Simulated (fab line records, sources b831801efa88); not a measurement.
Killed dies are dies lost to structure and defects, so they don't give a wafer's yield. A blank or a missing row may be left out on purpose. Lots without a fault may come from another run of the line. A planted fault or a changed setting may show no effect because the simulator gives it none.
Which tool did it? | flow gf180mcu | 24 lots, 72 wafers sampled, at 3 steps of a route of 602

WHAT THE GAUGES READ, wafer by wafer
GF_V4_RS_MEAS_24: measures by four-point-probe. Usual: V4_W_RS 0.326 ohm/sq, standard deviation 0.0045.
lot  | measured     | on            | V4_W_RS (ohm/sq)  | flag
L074 | day 24 11:22 | film_metro-01 | 0.323 0.323 0.321 |
L075 | day 24 13:05 | film_metro-01 | 0.325 0.321 0.327 |
L076 | day 24 21:43 | film_metro-02 | 0.319 0.321 0.332 |
L077 | day 25 14:08 | film_metro-04 | 0.327 0.321 0.329 |
L078 | day 25 14:29 | film_metro-02 | 0.323 0.331 0.330 |
L079 | day 25 21:31 | film_metro-04 | 0.326 0.322 0.335 |
L080 | day 26 11:33 | film_metro-02 | 0.325 0.322 0.323 |
L081 | day 26 14:02 | film_metro-02 | 0.332 0.322 0.334 |
L082 | day 26 21:11 | film_metro-02 | 0.321 0.321 0.320 |
L083 | day 27 04:33 | film_metro-02 | 0.322 0.335 0.323 |
L084 | day 27 13:55 | film_metro-01 | 0.322 0.323 0.323 |
L085 | day 27 23:35 | film_metro-01 | 0.325 0.321 0.324 |
L086 | day 28 02:35 | film_metro-04 | 0.326 0.330 0.330 |
L087 | day 28 20:59 | film_metro-04 | 0.329 0.327 0.329 |
L088 | day 29 02:07 | film_metro-01 | 0.326 0.325 0.326 |
L089 | day 29 07:58 | film_metro-04 | 0.333 0.325 0.331 |
L090 | day 29 15:05 | film_metro-04 | 0.327 0.330 0.324 |
L091 | day 29 19:12 | film_metro-01 | 0.324 0.327 0.319 |
L092 | day 30 03:41 | film_metro-02 | 0.325 0.323 0.322 |
L093 | day 30 13:43 | film_metro-04 | 0.328 0.328 0.329 |
L094 | day 30 14:31 | film_metro-01 | 0.324 0.331 0.321 |
L095 | day 30 19:27 | film_metro-01 | 0.325 0.331 0.329 |
L096 | day 31 11:06 | film_metro-04 | 0.329 0.330 0.333 |
L097 | day 31 14:22 | film_metro-02 | 0.330 0.328 0.328 |

WHICH TOOL RAN EACH LOT (tool, then ch and the chambers of the sampled wafers, then the start)
lot  | GF_V4_ETCH_17                                 | GF_V4_STRIP_18
L074 | rie_diel-04 ch 1,2, day 24 10:34 or earlier   | plasma_asher-03 ch 0,1, day 24 10:34
L075 | rie_diel-02 ch 2,3, day 24 12:19 or earlier   | plasma_asher-03 ch 0,1, day 24 12:19
L076 | rie_diel-02 ch 2,3, day 24 20:36 or earlier   | plasma_asher-01 ch 0,1, day 24 20:36
L077 | rie_diel-02 ch 0,1,3, day 25 13:24 or earlier | plasma_asher-02 ch 0,1, day 25 13:24
L078 | rie_diel-04 ch 1,2,3, day 25 13:45 or earlier | plasma_asher-01 ch 0,1, day 25 13:45
L079 | rie_diel-01 ch 0,2,3, day 25 20:43 or earlier | plasma_asher-03 ch 0,1, day 25 20:43
L080 | rie_diel-04 ch 1,2,3, day 26 10:45 or earlier | plasma_asher-02 ch 0,1, day 26 10:45
L081 | rie_diel-04 ch 0,1,2, day 26 13:16 or earlier | plasma_asher-03 ch 0,1, day 26 13:16
L082 | rie_diel-04 ch 0,1,3, day 26 20:24 or earlier | plasma_asher-02 ch 0,1, day 26 20:24
L083 | rie_diel-02 ch 1,3, day 27 03:48 or earlier   | plasma_asher-01 ch 0,1, day 27 03:48
L084 | rie_diel-02 ch 0,2,3, day 27 13:10 or earlier | plasma_asher-01 ch 0,1, day 27 13:10
L085 | rie_diel-04 ch 0,1,3, day 27 22:51 or earlier | plasma_asher-02 ch 0,1, day 27 22:51
L086 | rie_diel-04 ch 2,3, day 28 01:50 or earlier   | plasma_asher-01 ch 0,1, day 28 01:50
L087 | rie_diel-02 ch 0,2, day 28 20:13 or earlier   | plasma_asher-01 ch 0,1, day 28 20:13
L088 | rie_diel-01 ch 1,2,3, day 29 01:20 or earlier | plasma_asher-02 ch 0,1, day 29 01:20
L089 | rie_diel-02 ch 0,1,2, day 29 06:49 or earlier | plasma_asher-01 ch 0,1, day 29 06:49
L090 | rie_diel-01 ch 0,1,2, day 29 13:58 or earlier | plasma_asher-03 ch 0,1, day 29 13:58
L091 | rie_diel-01 ch 0,2,3, day 29 18:23 or earlier | plasma_asher-01 ch 0,1, day 29 18:23
L092 | rie_diel-02 ch 0,2, day 30 02:55 or earlier   | plasma_asher-03 ch 0,1, day 30 02:55
L093 | rie_diel-04 ch 0,2,3, day 30 12:57 or earlier | plasma_asher-01 ch 0,1, day 30 12:57
L094 | rie_diel-01 ch 1,2, day 30 13:41 or earlier   | plasma_asher-01 ch 0,1, day 30 13:41
L095 | rie_diel-02 ch 0,1,3, day 30 18:40 or earlier | plasma_asher-03 ch 0,1, day 30 18:40
L096 | rie_diel-01 ch 1,3, day 31 10:21 or earlier   | plasma_asher-01 ch 0,1, day 31 10:21
L097 | rie_diel-04 ch 0,1,3, day 31 13:37 or earlier | plasma_asher-01 ch 0,1, day 31 13:37
- GF_V4_ETCH_17: etches SiO2 in C4F8/O2/Ar, stops on TiN, target depth 630 nm.
- GF_V4_STRIP_18: strips in O2/N2.

WHAT THE TOOLS THEMSELVES READ (means of the sampled wafers that have a number; where no wafer has one, the mark that the record gives instead)
GF_V4_ETCH_17. Usual: oes_product_au 0.857 a.u., standard deviation 0.0053.
lot  | tool        | oes_product_au (a.u.) | flag
L074 | rie_diel-04 | 0.859                 |
L075 | rie_diel-02 | 0.850                 |
L076 | rie_diel-02 | 0.855                 |
L077 | rie_diel-02 | 0.857                 |
L078 | rie_diel-04 | 0.855                 |
L079 | rie_diel-01 | 0.853                 |
L080 | rie_diel-04 | 0.864                 |
L081 | rie_diel-04 | 0.856                 |
L082 | rie_diel-04 | 0.855                 |
L083 | rie_diel-02 | 0.853                 |
L084 | rie_diel-02 | 0.857                 |
L085 | rie_diel-04 | 0.857                 |
L086 | rie_diel-04 | 0.860                 |
L087 | rie_diel-02 | 0.857                 |
L088 | rie_diel-01 | 0.863                 |
L089 | rie_diel-02 | 0.853                 |
L090 | rie_diel-01 | 0.857                 |
L091 | rie_diel-01 | 0.858                 |
L092 | rie_diel-02 | 0.857                 |
L093 | rie_diel-04 | 0.857                 |
L094 | rie_diel-01 | 0.856                 |
L095 | rie_diel-02 | 0.854                 |
L096 | rie_diel-01 | 0.858                 |
L097 | rie_diel-04 | 0.859                 |

GF_V4_STRIP_18. Usual: drypump_motor_current_A 5.74 A, standard deviation 0.11; heater_power_w 340 W, standard deviation 40; oes_product_au 0.593 a.u., standard deviation 0.005.
lot  | tool            | drypump_motor_current_A (A) | heater_power_w (W) | oes_product_au (a.u.) | flag
L074 | plasma_asher-03 | 5.69                        | 366                | 0.592                 |
L075 | plasma_asher-03 | 5.70                        | 374                | 0.598                 |
L076 | plasma_asher-01 | 5.84                        | 310                | 0.594                 |
L077 | plasma_asher-02 | 5.63                        | 333                | 0.595                 |
L078 | plasma_asher-01 | 5.85                        | 309                | 0.595                 |
L079 | plasma_asher-03 | 5.67                        | 375                | 0.597                 |
L080 | plasma_asher-02 | 5.72                        | 364                | 0.592                 |
L081 | plasma_asher-03 | 5.67                        | 361                | 0.590                 |
L082 | plasma_asher-02 | 5.73                        | 356                | 0.590                 |
L083 | plasma_asher-01 | 5.78                        | 332                | 0.592                 |
L084 | plasma_asher-01 | 5.76                        | 335                | 0.596                 |
L085 | plasma_asher-02 | 5.64                        | 326                | 0.595                 |
L086 | plasma_asher-01 | 5.84                        | 304                | 0.591                 |
L087 | plasma_asher-01 | 5.86                        | 307                | 0.592                 |
L088 | plasma_asher-02 | 5.61                        | 334                | 0.595                 |
L089 | plasma_asher-01 | 5.82                        | 307                | 0.592                 |
L090 | plasma_asher-03 | 5.67                        | 363                | 0.594                 |
L091 | plasma_asher-01 | 5.82                        | 336                | 0.592                 |
L092 | plasma_asher-03 | 5.66                        | 367                | 0.594                 |
L093 | plasma_asher-01 | 5.79                        | 331                | 0.594                 |
L094 | plasma_asher-01 | 5.77                        | 331                | 0.592                 |
L095 | plasma_asher-03 | 5.67                        | 363                | 0.592                 |
L096 | plasma_asher-01 | 5.83                        | 311                | 0.595                 |
L097 | plasma_asher-01 | 5.83                        | 310                | 0.596                 |

THE ANSWER, worked out from the rows above alone
Rule: a lot is off if the mean of its wafers that have a number lies more than 3 standard deviations from the usual mean. A lot without any number at a reading at which 4 lots or more have one is off too. The other lots that the step has rows for count as sound. The gauges are gone through in route order, then the tools' own readings, and for those a lot's mean is taken as printed above. The first step at which some lot is off is used, and at that step the reading that is off furthest; a lot without a number counts as furthest.
No lot is off at any reading shown: from this, nothing can be told.

WHAT THE SIMULATOR HAD PUT IN
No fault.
